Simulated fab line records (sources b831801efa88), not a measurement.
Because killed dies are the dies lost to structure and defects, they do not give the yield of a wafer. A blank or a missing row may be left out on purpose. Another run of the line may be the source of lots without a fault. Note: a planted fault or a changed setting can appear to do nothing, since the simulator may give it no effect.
Code-filled problem report in 8D (eight disciplines) form / flow sky130 / the parts of the form that need people (team, actions taken, sign-off) are left out

== 1. THE ISSUE ==
Mean of spinSpeedRpm at SKY_METAL2_COAT_09: 2769.4 rpm across 6 wafers in 2 lots; on wafers with no fault it is 3000.0 rpm (standard deviation 1.7). That is -99 or more standard deviations from the usual mean.
The step: resist thk 60 nm.
Earliest sighting: wafer L348.1 on lithoTrack-01 at day 37 18:40. At this step, 33 wafers from 11 lots have a number in the record. By rule, "out" or "out of limits" means more than 4 standard deviations away from the usual mean. Any other wafer with a number is counted as sound.

== 2. WHAT THIS IS AND IS NOT ==
question=which readings at this step | is=spinSpeedRpm | is not=-
question=which lots | is=L348, L350 | is not=L338, L339, L340, L341, L342, L343, L358, L359, L360
question=which wafers of those lots | is=all that have a number | is not=-
question=read on which tools | is=lithoTrack-01 | is not=lithoTrack-02, lithoTrack-04
question=when | is=from day 37 18:40 | is not=up to then (18 sound wafers); but 9 sound wafers of L358, L359, L360 came after

== 3. WHAT RULES OUT EACH SUSPECT ==
Counting: a tool at any process step up to the reading remains a suspect when it ran all the lots that are out and ran no sound lot after the first of those.
- pvdSputter-04 at SKY_VIA1_SPUTTER_20 (material TiN, target thk 20 nm, time 80 s): kept. It processed each lot that is out, first L348 at day 37 04:33, and no sound lot thereafter; up to then, the last sound lot it processed was L340 at day 35 01:09.
- lithoTrack-01 at SKY_METAL2_COAT_09 (resist thk 60 nm): ruled out as a lasting fault. After its first lot that is out, L348 (day 37 18:40), sound lots L358 ran on it.
After counting, what remains is pvdSputter-04 at SKY_VIA1_SPUTTER_20.

== 4. THE CAUSE (what the simulator had put in) ==
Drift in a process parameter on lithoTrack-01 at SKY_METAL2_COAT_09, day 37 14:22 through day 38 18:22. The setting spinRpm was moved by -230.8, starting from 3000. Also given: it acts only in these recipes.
Counting ruled it out, wrongly.

== 5. SEQUENCE OF EFFECTS, ordered by route ==
One row per reading whose mean, taken over the struck wafers that have a number, lies over 3 standard deviations from the usual. Only readings for which the record gives a usual standard deviation are gone through. hours: the time from each lot's start at the first step in this table that gives one to its start at this step, as a median over the lots. sigmas: the change in usual standard deviations.
hours=0; step=SKY_METAL2_COAT_09; reading=spinSpeedRpm; usual=3000.0 rpm; on struck wafers=2769.4; change=-230.6; sigmas=-99 or more
hours=13; step=SKY_METAL2_ETCH_18; reading=oesProductAu; usual=0.854 a.u.; on struck wafers=0.874; change=+0.020; sigmas=+4.2
The process steps in it:
- SKY_METAL2_COAT_09: resist thk 60 nm.
- SKY_METAL2_ETCH_18: etches BARC in N2/H2, stops on SiO2, time 45.9 s, target depth 60 nm.

== 6. HOW IT WOULD HAVE BEEN CAUGHT EARLIER ==
First out-of-limits reading in this record: day 37 18:40, which is 4 hours after fault onset at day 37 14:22.
